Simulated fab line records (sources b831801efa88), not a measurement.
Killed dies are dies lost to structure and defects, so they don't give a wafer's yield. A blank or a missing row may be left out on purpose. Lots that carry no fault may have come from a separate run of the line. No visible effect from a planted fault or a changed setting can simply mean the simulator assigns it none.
fab line records + flow sky130
record
- lots=6
- wafers=18
- last-day=50
route steps=708 shown GATE_OXIDE@196 POLY_GATE@204 RES_PROTECT@206 PAD_OPEN@708
lots with no fault: from the same line, run without faults
start-h: start of the lot's first displayed wafer, in hours after the record's first day + wait-h: time in hours since the lot's previous step + " as in the row above + L1.1+2: several wafers, shown together as one row + - no value, or no start given + * or withheld: withheld + < > ~ a bound
route shown NAME@n: a module of which the file shows steps, and the number in the route of the first + usual: mean and standard deviation over wafers with no fault + same: alike in all rows + chamber/n: place in a boat + sites: readings site by site + _std_site: standard deviation across them + _edge_site: the outer-site mean with the inner-site mean subtracted + radius-mm: how far each site lies from the wafer's centre + mask NAME#n: copy n + behind: the tool/chamber that last shaped the wafer + hold: why the lot was held/for how many hours/how that ended + device: whichever transistor did not switch (one of n, p or np) + end of line: the tests these same wafers got at the end of their route + a step given without rows: its recipe and nothing more + killed: count of dies lost to structure and defects at first sort (not the wafer's yield) + map: shows each die of a wafer: x if killed, . if not, _ if none is there
set.NAME: the setting that was run; set.NAME@STEP: the one run at that earlier step + model.NAME: the simulator's own value behind a step, which no gauge read
certain route steps with their lots: each step a table, each wafer a row
services: the hour from which a tool's chamber was out of use, counted from the record's first day as start-h (under 0 if before that day), plus the number of hours and why
## steps
# step SKY_GATE_OXIDE_DEVELOP_09
# recipe
- resist=NOVOLAK
- developer=TMAH
- develop-time-s=60
- dev-temp-c=23
# step SKY_GATE_OXIDE_OVL_MEAS_10
# usual
- GATE_OXIDE_OVL=-0.3/1
| lot.wafer | tool       | chamber | start-h | wait-h | GATE_OXIDE_OVL[nm] |
|-----------|------------|---------|---------|--------|--------------------|
| L159.2    | overlay-02 | -       | 360.12  | 0.1    | 0.9                |
| L159.3    | "          | -       | "       | "      | 0.3                |
| L159.6    | "          | -       | "       | "      | 1.5                |
| L160.1    | overlay-01 | -       | 369.26  | 0.1    | -2.0               |
| L160.3    | "          | -       | "       | "      | 0.9                |
| L160.5    | "          | -       | "       | "      | -1.0               |
| L165.1    | overlay-02 | -       | 414.88  | 0.1    | -0.7               |
| L165.2    | "          | -       | "       | "      | 0.0                |
| L165.4    | "          | -       | "       | "      | -0.7               |
| L172.2    | overlay-02 | -       | 466.81  | 0.1    | 0.6                |
| L172.3    | "          | -       | "       | "      | 0.8                |
| L172.5    | "          | -       | "       | "      | -0.4               |
| L175.1    | overlay-01 | -       | 491.66  | 0.1    | 0.0                |
| L175.3    | "          | -       | "       | "      | -2.5               |
| L175.6    | "          | -       | "       | "      | -1.8               |
| L176.1    | overlay-01 | -       | 497.41  | 0.1    | -1.0               |
| L176.2    | "          | -       | "       | "      | -0.8               |
| L176.6    | "          | -       | "       | "      | -0.5               |
# step SKY_GATE_OXIDE_IMPLANT_11
# recipe
- species=B
- energy-kev=10
- dose-cm2=2.6e+12
- tilt-deg=withheld
# step SKY_GATE_OXIDE_WET_ETCH_12
# recipe
- chemistry=dHF
- target-depth-nm=16.8
- dry=n2-spin
- target=SiO2
- dilution=100:1
- temp-c=25
- time-s=336
# step SKY_GATE_OXIDE_STRIP_13
# recipe
- chemistry=O2/N2
- power-w=1400
- pressure-mtorr=1500
- platen-temp-c=withheld
- o2-flow-sccm=3000
- n2-flow-sccm=300
- overash-fraction=0.5
# usual
- drypump-motor-current-A=5.6/0.57
- oes-product-au=0.715/0.004
- strip-time-to-endpoint-s=14.17/0.035
| lot.wafer | tool            | chamber | start-h | wait-h | drypump-motor-current-A | oes-product-au | rf-hours-counter-h | strip-time-to-endpoint-s |
|-----------|-----------------|---------|---------|--------|-------------------------|----------------|--------------------|--------------------------|
| L159.2    | plasma-asher-04 | 0       | 360.40  | 0.0    | 5.2                     | 0.713          | 47                 | 14.21                    |
| L159.3    | "               | 1       | "       | "      | 5.2                     | 0.714          | -                  | 14.19                    |
| L159.6    | "               | 1       | "       | "      | 5.2                     | 0.716          | -                  | 14.22                    |
| L160.1    | plasma-asher-01 | 0       | 369.55  | 0.0    | 5.2                     | 0.715          | 71                 | 14.18                    |
| L160.3    | "               | 1       | "       | "      | 5.3                     | 0.710          | -                  | 14.20                    |
| L160.5    | "               | 0       | "       | "      | 5.3                     | 0.720          | -                  | 14.17                    |
| L165.1    | plasma-asher-04 | 1       | 415.18  | 0.0    | 5.2                     | 0.720          | 51                 | 14.24                    |
| L165.2    | "               | 0       | "       | "      | 5.2                     | 0.719          | 51                 | 14.22                    |
| L165.4    | "               | 0       | "       | "      | 5.2                     | 0.721          | -                  | 14.21                    |
| L172.2    | plasma-asher-04 | 0       | 467.09  | 0.0    | 5.2                     | 0.723          | 57                 | 14.20                    |
| L172.3    | "               | 0       | "       | "      | 5.2                     | 0.711          | -                  | 14.18                    |
| L172.5    | "               | 0       | "       | "      | 5.2                     | 0.722          | -                  | 14.16                    |
| L175.1    | plasma-asher-04 | 0       | 491.94  | 0.0    | 5.2                     | 0.710          | 60                 | 14.17                    |
| L175.3    | "               | 0       | "       | "      | 5.2                     | 0.716          | -                  | 14.20                    |
| L175.6    | "               | 0       | "       | "      | 5.2                     | 0.712          | -                  | 14.12                    |
| L176.1    | plasma-asher-03 | 1       | 497.71  | 0.0    | 6.7                     | 0.717          | 43                 | 14.12                    |
| L176.2    | "               | 0       | "       | "      | 5.9                     | 0.716          | 43                 | 14.14                    |
| L176.6    | "               | 0       | "       | "      | 5.9                     | 0.714          | -                  | 14.12                    |
# step SKY_GATE_OXIDE_TW_MEAS_14
# usual
- GATE_OXIDE_TW=224.5/1.9
| lot.wafer | tool          | chamber | start-h | wait-h | GATE_OXIDE_TW |
|-----------|---------------|---------|---------|--------|---------------|
| L159.2    | film-metro-04 | -       | 360.51  | 0.1    | 225.9         |
| L159.3    | "             | -       | "       | "      | 226.8         |
| L159.6    | "             | -       | "       | "      | 226.1         |
| L160.1    | film-metro-03 | -       | 369.65  | 0.1    | 225.5         |
| L160.3    | "             | -       | "       | "      | 225.1         |
| L160.5    | "             | -       | "       | "      | 225.4         |
| L165.1    | film-metro-03 | -       | 415.28  | 0.1    | 224.9         |
| L165.2    | "             | -       | "       | "      | 224.0         |
| L165.4    | "             | -       | "       | "      | 223.6         |
| L172.2    | film-metro-04 | -       | 467.20  | 0.1    | 226.2         |
| L172.3    | "             | -       | "       | "      | 224.8         |
| L172.5    | "             | -       | "       | "      | 227.6         |
| L175.1    | film-metro-02 | -       | 492.04  | 0.1    | 223.1         |
| L175.3    | "             | -       | "       | "      | 222.7         |
| L175.6    | "             | -       | "       | "      | 223.2         |
| L176.1    | film-metro-04 | -       | 497.81  | 0.1    | 227.3         |
| L176.2    | "             | -       | "       | "      | 226.9         |
| L176.6    | "             | -       | "       | "      | 226.2         |
# step SKY_GATE_OXIDE_CLEAN_15
# recipe
- chemistry=SC1/SC2
- mix=1:4:20
- temp-c=70
- time-s=150
- dry=n2-spin
# step SKY_GATE_OXIDE_OXIDATION_16
# recipe
- temp-c=800
- ambient=O2
- idle-temp-c=700
- ramp-up-c-per-min=10
- ramp-down-c-per-min=3
- stabilise-s=600
- purge-s=300
- target-thk-a=35.7
- ox-time-s=1915
# step SKY_POLY_GATE_CVD_00
# recipe
- material=poly-Si
- target-thk-nm=180
- temp-c=620
- time-s=720
- pressure-mtorr=200
# step SKY_POLY_GATE_THK_MEAS_01
# recipe
- reads=poly-Si_of_POLY_GATE_CVD_00
# usual
- POLY_GATE_CVD_00_THK=181.1/2
| lot.wafer | tool          | chamber | start-h | wait-h | POLY_GATE_CVD_00_THK[nm] |
|-----------|---------------|---------|---------|--------|--------------------------|
| L159.2    | film-metro-03 | -       | 364.37  | 0.0    | 182.7                    |
| L159.3    | "             | -       | "       | "      | 182.5                    |
| L159.6    | "             | -       | "       | "      | 182.3                    |
| L160.1    | film-metro-03 | -       | 372.88  | 0.0    | 181.6                    |
| L160.3    | "             | -       | "       | "      | 182.4                    |
| L160.5    | "             | -       | "       | "      | 181.4                    |
| L165.1    | film-metro-02 | -       | 418.49  | 0.0    | 179.2                    |
| L165.2    | "             | -       | "       | "      | 181.2                    |
| L165.4    | "             | -       | "       | "      | 181.1                    |
| L172.2    | film-metro-03 | -       | 470.73  | 0.0    | 179.3                    |
| L172.3    | "             | -       | "       | "      | 179.0                    |
| L172.5    | "             | -       | "       | "      | 180.5                    |
| L175.1    | film-metro-02 | -       | 494.89  | 0.0    | 179.1                    |
| L175.3    | "             | -       | "       | "      | 180.7                    |
| L175.6    | "             | -       | "       | "      | 181.8                    |
| L176.1    | film-metro-03 | -       | 501.10  | 0.0    | 180.7                    |
| L176.2    | "             | -       | "       | "      | 180.7                    |
| L176.6    | "             | -       | "       | "      | 181.7                    |
# step SKY_RES_PROTECT_DEHYDRATE_00
# recipe
- temp-c=200
- time-s=60
# step SKY_RES_PROTECT_HMDS_01
# recipe
- prime-time-s=60
- prime-temp-c=120
# step SKY_RES_PROTECT_COAT_02
# recipe
- resist=NOVOLAK
- spin-rpm=3000
- resist-thk-nm=1140
# usual
- spin-speed-rpm=2999.9/1.8
| lot.wafer | tool           | chamber | start-h | wait-h | spin-speed-rpm | model.NOVOLAK_of_RES_PROTECT_COAT_02.thk-nm |
|-----------|----------------|---------|---------|--------|----------------|---------------------------------------------|
| L159.2    | litho-track-04 | 0       | 378.81  | 0.1    | 3002.4         | 1146                                        |
| L159.3    | "              | 0       | "       | "      | 2999.1         | 1147                                        |
| L159.6    | "              | 0       | "       | "      | 3003.4         | 1146                                        |
| L160.1    | litho-track-03 | 0       | 387.38  | 0.1    | 3002.1         | 1143                                        |
| L160.3    | "              | 0       | "       | "      | 3001.0         | 1142                                        |
| L160.5    | "              | 0       | "       | "      | 2998.6         | 1146                                        |
| L165.1    | litho-track-03 | 0       | 433.23  | 0.1    | 3002.1         | 1140                                        |
| L165.2    | "              | 0       | "       | "      | 3001.4         | 1137                                        |
| L165.4    | "              | 0       | "       | "      | 3000.5         | 1137                                        |
| L172.2    | litho-track-03 | 0       | 486.20  | 0.1    | 2881.8         | 1158                                        |
| L172.3    | "              | 0       | "       | "      | 2883.3         | 1158                                        |
| L172.5    | "              | 0       | "       | "      | 2883.6         | 1159                                        |
| L175.1    | litho-track-03 | 0       | 509.33  | 0.1    | 2881.5         | 1164                                        |
| L175.3    | "              | 0       | "       | "      | 2883.7         | 1163                                        |
| L175.6    | "              | 0       | "       | "      | 2882.3         | 1163                                        |
| L176.1    | litho-track-01 | 0       | 515.76  | 0.1    | 2997.8         | 1139                                        |
| L176.2    | "              | 0       | "       | "      | 3000.4         | 1140                                        |
| L176.6    | "              | 0       | "       | "      | 2998.8         | 1135                                        |
# step SKY_RES_PROTECT_SOFTBAKE_03
# recipe
- temp-c=90
- time-s=60
- resist=NOVOLAK
# step SKY_RES_PROTECT_EXPOSE_04
# recipe
- mask-id=RPM
- na=0.6
- source-shape=conventional
- sigma-outer=0.6
- polarization=unpolarized
- target-cd-nm=1270
- dose-mj=131
# step SKY_RES_PROTECT_PEB_05
# recipe
- temp-c=withheld
- time-s=*
- resist=NOVOLAK
# step SKY_RES_PROTECT_DEVELOP_06
# recipe
- resist=NOVOLAK
- developer=TMAH
- develop-time-s=60
- dev-temp-c=23
| lot.wafer  | tool           | chamber | start-h | wait-h | model.NOVOLAK_of_RES_PROTECT_COAT_02.thk-nm |
|------------|----------------|---------|---------|--------|---------------------------------------------|
| L159.2     | litho-track-04 | 0       | 392.91  | 0.1    | 1145                                        |
| L159.3+6   | "              | 0       | "       | "      | 1146                                        |
| L160.1     | litho-track-04 | 0       | 400.93  | 0.1    | 1142                                        |
| L160.3     | "              | 0       | "       | "      | 1141                                        |
| L160.5     | "              | 0       | "       | "      | 1145                                        |
| L165.1     | litho-track-01 | 0       | 448.61  | 0.1    | 1140                                        |
| L165.2     | "              | 0       | "       | "      | 1136                                        |
| L165.4     | "              | 0       | "       | "      | 1137                                        |
| L172.2     | litho-track-03 | 0       | 500.95  | 0.1    | 1157                                        |
| L172.3     | "              | 0       | "       | "      | 1158                                        |
| L172.5     | "              | 0       | "       | "      | 1159                                        |
| L175.1+3+6 | litho-track-03 | 0       | 524.73  | 0.1    | 1163                                        |
| L176.1+2   | litho-track-04 | 0       | 530.98  | 0.1    | 1139                                        |
| L176.6     | "              | 0       | "       | "      | 1135                                        |
# step SKY_POLY_GATE_IMPLANT_02
# recipe
- species=P
- energy-kev=30
- dose-cm2=7.7e+15
- tilt-deg=0
# step SKY_RES_PROTECT_STRIP_07
# recipe
- chemistry=O2/N2
- power-w=1400
- pressure-mtorr=1500
- platen-temp-c=withheld
- o2-flow-sccm=3000
- n2-flow-sccm=300
- overash-fraction=0.5
# usual
- drypump-motor-current-A=5.36/0.18
- oes-product-au=0.517/0.0046
- strip-time-to-endpoint-s=23.28/0.046
| lot.wafer | tool            | chamber | start-h | wait-h | drypump-motor-current-A | oes-product-au | rf-hours-counter-h | strip-time-to-endpoint-s |
|-----------|-----------------|---------|---------|--------|-------------------------|----------------|--------------------|--------------------------|
| L159.2    | plasma-asher-01 | 0       | 393.18  | 0.1    | 5.22                    | 0.510          | 73                 | 23.35                    |
| L159.3    | "               | 1       | "       | "      | 5.31                    | 0.509          | -                  | 23.36                    |
| L159.6    | "               | 0       | "       | "      | 5.25                    | 0.522          | -                  | 23.38                    |
| L160.1    | plasma-asher-02 | 0       | 401.23  | 0.1    | 5.70                    | 0.518          | 67                 | 23.31                    |
| L160.3    | "               | 0       | "       | "      | 5.70                    | 0.522          | -                  | 23.28                    |
| L160.5    | "               | 0       | "       | "      | 5.72                    | 0.515          | -                  | 23.34                    |
| L165.1    | plasma-asher-02 | 0       | 448.91  | 0.1    | 5.71                    | 0.517          | 72                 | 23.33                    |
| L165.2    | "               | 1       | "       | "      | 5.38                    | 0.527          | 72                 | 23.27                    |
| L165.4    | "               | 1       | "       | "      | 5.36                    | 0.516          | -                  | 23.28                    |
| L172.2    | plasma-asher-04 | 1       | 501.23  | 0.1    | 5.15                    | 0.518          | 61                 | 23.44                    |
| L172.3    | "               | 1       | "       | "      | 5.15                    | 0.527          | -                  | 23.45                    |
| L172.5    | "               | 0       | "       | "      | 5.22                    | 0.517          | -                  | 23.45                    |
| L175.1    | plasma-asher-02 | 1       | 525.03  | 0.1    | 5.38                    | 0.517          | 80                 | 23.55                    |
| L175.3    | "               | 1       | "       | "      | 5.38                    | 0.516          | -                  | 23.55                    |
| L175.6    | "               | 1       | "       | "      | 5.39                    | 0.517          | -                  | 23.50                    |
| L176.1    | plasma-asher-02 | 0       | 531.28  | 0.1    | 5.74                    | 0.520          | 81                 | 23.25                    |
| L176.2    | "               | 1       | "       | "      | 5.36                    | 0.518          | 81                 | 23.27                    |
| L176.6    | "               | 0       | "       | "      | 5.72                    | 0.510          | -                  | 23.21                    |
# step SKY_RES_PROTECT_TW_MEAS_08
# usual
- POLY_GATE_TW=4038/32
| lot.wafer | tool          | chamber | start-h | wait-h | POLY_GATE_TW |
|-----------|---------------|---------|---------|--------|--------------|
| L159.2    | film-metro-02 | -       | 393.29  | 0.1    | 4019         |
| L159.3    | "             | -       | "       | "      | 4013         |
| L159.6    | "             | -       | "       | "      | 4008         |
| L160.1    | film-metro-04 | -       | 401.33  | 0.1    | 4083         |
| L160.3    | "             | -       | "       | "      | 4052         |
| L160.5    | "             | -       | "       | "      | 4044         |
| L165.1    | film-metro-04 | -       | 449.01  | 0.1    | 4068         |
| L165.2    | "             | -       | "       | "      | 4067         |
| L165.4    | "             | -       | "       | "      | 4063         |
| L172.2    | film-metro-02 | -       | 501.34  | 0.1    | 3993         |
| L172.3    | "             | -       | "       | "      | 4009         |
| L172.5    | "             | -       | "       | "      | 4024         |
| L175.1    | film-metro-01 | -       | 525.13  | 0.1    | 4034         |
| L175.3    | "             | -       | "       | "      | 4045         |
| L175.6    | "             | -       | "       | "      | 4047         |
| L176.1    | film-metro-02 | -       | 531.38  | 0.1    | 3995         |
| L176.2    | "             | -       | "       | "      | 4007         |
| L176.6    | "             | -       | "       | "      | 4007         |
# step SKY_PAD_OPEN_PROBE_99
# usual
- killed_at_M0_to_M3=45/7.2
- killed_at_M4_up=3.0/1.8
- killed-at-contacts=25/6.1
- killed-at-front-end=14/4.4
- killed-at-other=0.2/0.44
- killed-dies=88/10
- killed-open=48/7.4
- killed-short=40/6.3
# same
- gross-dies=492
- killed-at-back-side=0
| lot.wafer | tool      | chamber | start-h | wait-h | killed_at_M0_to_M3 | killed_at_M4_up | killed-at-contacts | killed-at-front-end | killed-at-other | killed-dies | killed-open | killed-short |
|-----------|-----------|---------|---------|--------|--------------------|-----------------|--------------------|---------------------|-----------------|-------------|-------------|--------------|
| L159.2    | prober-01 | -       | 1120.07 | 0.1    | 38                 | 5               | 26                 | 17                  | 1               | 87          | 41          | 46           |
| L159.3    | prober-01 | -       | 1120.12 | 0.2    | 45                 | 4               | 21                 | 11                  | 0               | 81          | 42          | 39           |
| L159.6    | prober-01 | -       | 1120.27 | 0.2    | 27                 | 4               | 26                 | 15                  | 0               | 72          | 36          | 36           |
| L160.1    | prober-01 | -       | 1123.25 | 0.1    | 40                 | 1               | 34                 | 14                  | 0               | 89          | 46          | 43           |
| L160.3    | prober-01 | -       | 1123.35 | 0.2    | 46                 | 2               | 22                 | 23                  | 0               | 93          | 54          | 39           |
| L160.5    | prober-01 | -       | 1123.45 | 0.2    | 40                 | 2               | 43                 | 24                  | 0               | 109         | 58          | 51           |
| L165.1    | prober-01 | -       | 1149.49 | 0.1    | 49                 | 2               | 25                 | 14                  | 0               | 90          | 51          | 39           |
| L165.2    | prober-01 | -       | 1149.54 | 0.1    | 49                 | 5               | 15                 | 26                  | 0               | 95          | 39          | 56           |
| L165.4    | prober-01 | -       | 1149.64 | 0.2    | 53                 | 3               | 25                 | 13                  | 1               | 95          | 53          | 42           |
| L172.2    | prober-01 | -       | 1183.28 | 0.1    | 30                 | 5               | 35                 | 17                  | 0               | 87          | 45          | 42           |
| L172.3    | prober-01 | -       | 1183.33 | 0.2    | 50                 | 4               | 21                 | 19                  | 1               | 95          | 50          | 45           |
| L172.5    | prober-01 | -       | 1183.43 | 0.2    | 36                 | 8               | 17                 | 20                  | 0               | 81          | 35          | 46           |
| L175.1    | prober-01 | -       | 1193.18 | 0.1    | 43                 | 5               | 30                 | 20                  | 0               | 98          | 49          | 49           |
| L175.3    | prober-01 | -       | 1193.28 | 0.2    | 43                 | 2               | 25                 | 11                  | 0               | 81          | 46          | 35           |
| L175.6    | prober-01 | -       | 1193.43 | 0.2    | 47                 | 3               | 27                 | 14                  | 1               | 92          | 59          | 33           |
| L176.1    | prober-01 | -       | 1197.56 | 0.1    | 46                 | 2               | 35                 | 13                  | 0               | 96          | 51          | 45           |
| L176.2    | prober-01 | -       | 1197.61 | 0.1    | 42                 | 2               | 22                 | 19                  | 0               | 85          | 48          | 37           |
| L176.6    | prober-01 | -       | 1197.81 | 0.2    | 45                 | 1               | 36                 | 15                  | 0               | 97          | 49          | 48           |
# killed by level:class
L159.2 CONTACT:geometric-particle:short=9 METAL1:geometric-particle:short=9 VIA3:geometric-particle:open=9 LI_CONTACT:geometric-particle:open=6 VIA2:geometric-particle:open=6 FIELD_ISO:geometric-particle:short=5 FIELD_ISO:geometric-particle:open=5 LI_CONTACT:geometric-particle:short=5
L159.3 VIA2:geometric-particle:open=10 LI_CONTACT:geometric-particle:open=9 VIA1:geometric-particle:open=7 METAL1:geometric-particle:short=7 CONTACT:geometric-particle:open=5 VIA3:geometric-particle:open=5 SPACER:geometric-particle:short=4 METAL2:geometric-particle:short=4
L159.6 VIA2:geometric-particle:open=8 LOCAL_INTERCONNECT:geometric-particle:short=7 CONTACT:geometric-particle:short=6 FIELD_ISO:geometric-particle:open=5 LI_CONTACT:geometric-particle:open=5 POLY_GATE:geometric-particle:open=4 CONTACT:geometric-particle:open=4 VIA1:geometric-particle:short=4
L160.1 CONTACT:geometric-particle:open=13 CONTACT:geometric-particle:short=9 VIA2:geometric-particle:open=9 VIA3:geometric-particle:open=7 LOCAL_INTERCONNECT:geometric-particle:short=6 VIA1:geometric-particle:short=5 FIELD_ISO:geometric-particle:short=4 LI_CONTACT:geometric-particle:open=4
L160.3 VIA1:geometric-particle:open=12 CONTACT:geometric-particle:open=7 CONTACT:geometric-particle:short=7 VIA2:geometric-particle:open=6 VIA3:geometric-particle:open=6 FIELD_ISO:geometric-particle:open=5 POLY_GATE:geometric-particle:short=5 LI_CONTACT:geometric-particle:open=5
L160.5 LI_CONTACT:geometric-particle:open=11 CONTACT:geometric-particle:open=11 VIA3:geometric-particle:open=10 CONTACT:geometric-particle:short=9 VIA1:geometric-particle:open=9 VIA1:geometric-particle:short=6 LI_CONTACT:geometric-particle:short=5 METAL1:geometric-particle:short=5
L165.1 VIA1:geometric-particle:open=14 CONTACT:geometric-particle:open=10 LI_CONTACT:geometric-particle:open=9 VIA2:geometric-particle:short=6 VIA3:geometric-particle:open=5 METAL2:geometric-particle:short=5 VIA2:geometric-particle:open=5 METAL3:geometric-particle:short=5
L165.2 POLY_GATE:geometric-particle:short=9 VIA1:geometric-particle:open=9 VIA3:geometric-particle:open=7 POLY_GATE:geometric-particle:open=6 VIA2:geometric-particle:short=6 METAL1:geometric-particle:short=6 VIA1:geometric-particle:short=6 CONTACT:geometric-particle:open=5
L165.4 VIA1:geometric-particle:open=12 CONTACT:geometric-particle:open=11 VIA3:geometric-particle:open=8 POLY_GATE:geometric-particle:open=6 METAL1:geometric-particle:short=6 LI_CONTACT:geometric-particle:open=5 METAL2:geometric-particle:short=5 VIA1:geometric-particle:short=5
L172.2 LI_CONTACT:geometric-particle:open=10 CONTACT:geometric-particle:open=9 FIELD_ISO:geometric-particle:open=7 LI_CONTACT:geometric-particle:short=7 VIA1:geometric-particle:open=6 VIA2:geometric-particle:open=5 FIELD_ISO:geometric-particle:short=4 LOCAL_INTERCONNECT:geometric-particle:short=4
L172.3 METAL1:geometric-particle:short=11 VIA1:geometric-particle:open=10 VIA3:geometric-particle:open=9 VIA2:geometric-particle:open=8 CONTACT:geometric-particle:open=7 LOCAL_INTERCONNECT:geometric-particle:short=5 LI_CONTACT:geometric-particle:open=4 POLY_GATE:geometric-particle:short=3
L172.5 VIA1:geometric-particle:open=8 FIELD_ISO:geometric-particle:short=7 METAL4:geometric-particle:short=7 METAL1:geometric-particle:short=6 METAL3:geometric-particle:short=6 CONTACT:geometric-particle:open=5 VIA3:geometric-particle:open=5 POLY_GATE:geometric-particle:open=4
L175.1 VIA1:geometric-particle:open=10 CONTACT:geometric-particle:open=8 FIELD_ISO:geometric-particle:open=7 VIA3:geometric-particle:open=7 LOCAL_INTERCONNECT:geometric-particle:short=6 LI_CONTACT:geometric-particle:open=6 CONTACT:geometric-particle:short=6 VIA3:geometric-particle:short=6
L175.3 VIA1:geometric-particle:open=12 CONTACT:geometric-particle:open=11 METAL1:geometric-particle:short=9 VIA2:geometric-particle:open=6 FIELD_ISO:geometric-particle:open=5 LI_CONTACT:geometric-particle:open=5 VIA1:geometric-particle:short=5 POLY_GATE:geometric-particle:short=4
L175.6 CONTACT:geometric-particle:open=11 LI_CONTACT:geometric-particle:open=9 VIA1:geometric-particle:open=9 METAL1:geometric-particle:short=8 VIA2:geometric-particle:open=8 VIA3:geometric-particle:open=6 METAL2:geometric-particle:short=6 FIELD_ISO:geometric-particle:open=5
L176.1 CONTACT:geometric-particle:open=12 METAL2:geometric-particle:short=9 VIA2:geometric-particle:open=8 CONTACT:geometric-particle:short=7 VIA1:geometric-particle:open=7 VIA3:geometric-particle:open=7 LI_CONTACT:geometric-particle:open=6 LOCAL_INTERCONNECT:geometric-particle:short=6
L176.2 VIA1:geometric-particle:open=13 VIA3:geometric-particle:open=8 LI_CONTACT:geometric-particle:open=7 POLY_GATE:geometric-particle:short=6 POLY_GATE:geometric-particle:open=6 CONTACT:geometric-particle:short=6 FIELD_ISO:geometric-particle:open=4 VIA2:geometric-particle:open=4
L176.6 CONTACT:geometric-particle:open=13 VIA1:geometric-particle:open=11 LOCAL_INTERCONNECT:geometric-particle:short=10 FIELD_ISO:geometric-particle:short=8 CONTACT:geometric-particle:short=6 VIA1:geometric-particle:short=6 VIA2:geometric-particle:open=6 VIA3:geometric-particle:short=5
## services
| tool            | chamber | start-h | hours | kind       |
|-----------------|---------|---------|-------|------------|
| plasma-asher-04 | -       | 381.06  | 14.6  | pm         |
| plasma-asher-01 | -       | 396.84  | 1.6   | repair     |
| plasma-asher-04 | -       | 401.93  | 1.6   | repair     |
| plasma-asher-01 | -       | 421.25  | 9.0   | pm         |
| plasma-asher-01 | 0       | 421.25  | 9.0   | vent-cycle |
| plasma-asher-01 | 1       | 421.25  | 9.0   | vent-cycle |
| plasma-asher-01 | -       | 422.78  | 0.4   | repair     |
| plasma-asher-01 | 0       | 430.25  | -     | clean      |
| plasma-asher-01 | 1       | 430.25  | -     | clean      |
| plasma-asher-03 | -       | 448.48  | 2.4   | repair     |
| plasma-asher-01 | -       | 453.05  | 14.6  | pm         |
| plasma-asher-01 | -       | 487.41  | 1.4   | repair     |
## key
first-sign
- step=SKY_RES_PROTECT_COAT_02
- reading=spin-speed-rpm
- direction=down
- sigmas=65
- usual=2999.9
- struck=2882.7
effect
- step=SKY_RES_PROTECT_STRIP_07
- reading=strip-time-to-endpoint-s
- direction=up
- sigmas=4.6
- usual=*
- struck=*
model-effect
- step=SKY_RES_PROTECT_COAT_02
- value=NOVOLAK_of_RES_PROTECT_COAT_02.thk-nm
- without=1138
- struck=1161
model-effect
- step=SKY_RES_PROTECT_DEVELOP_06
- value=NOVOLAK_of_RES_PROTECT_COAT_02.thk-nm
- without=1138
- struck=1160
met-at SKY_RES_PROTECT_COAT_02
struck-wafers L172.2,L172.3,L172.5,L175.1,L175.3,L175.6
tester-left-out L172,L175
onset-between 433.23 486.20
fault
- kind=process-parameter-drift
- tool=litho-track-03
- chamber=-
- onset-h=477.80
- steps=SKY_RES_PROTECT_COAT_02
- channel=spin-rpm
- offset=-116.83
- shape=step
- end-h=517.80
- acts-in=these-recipes-only
- stated=3000
# tester-left-out: of these lots the tester's yield and bins aren't shown, on N5 and GAA mostly nor the transistor test; their killed dies are dies lost to structure and defects alone, not to doping, threshold or leakage, so they don't give the yield
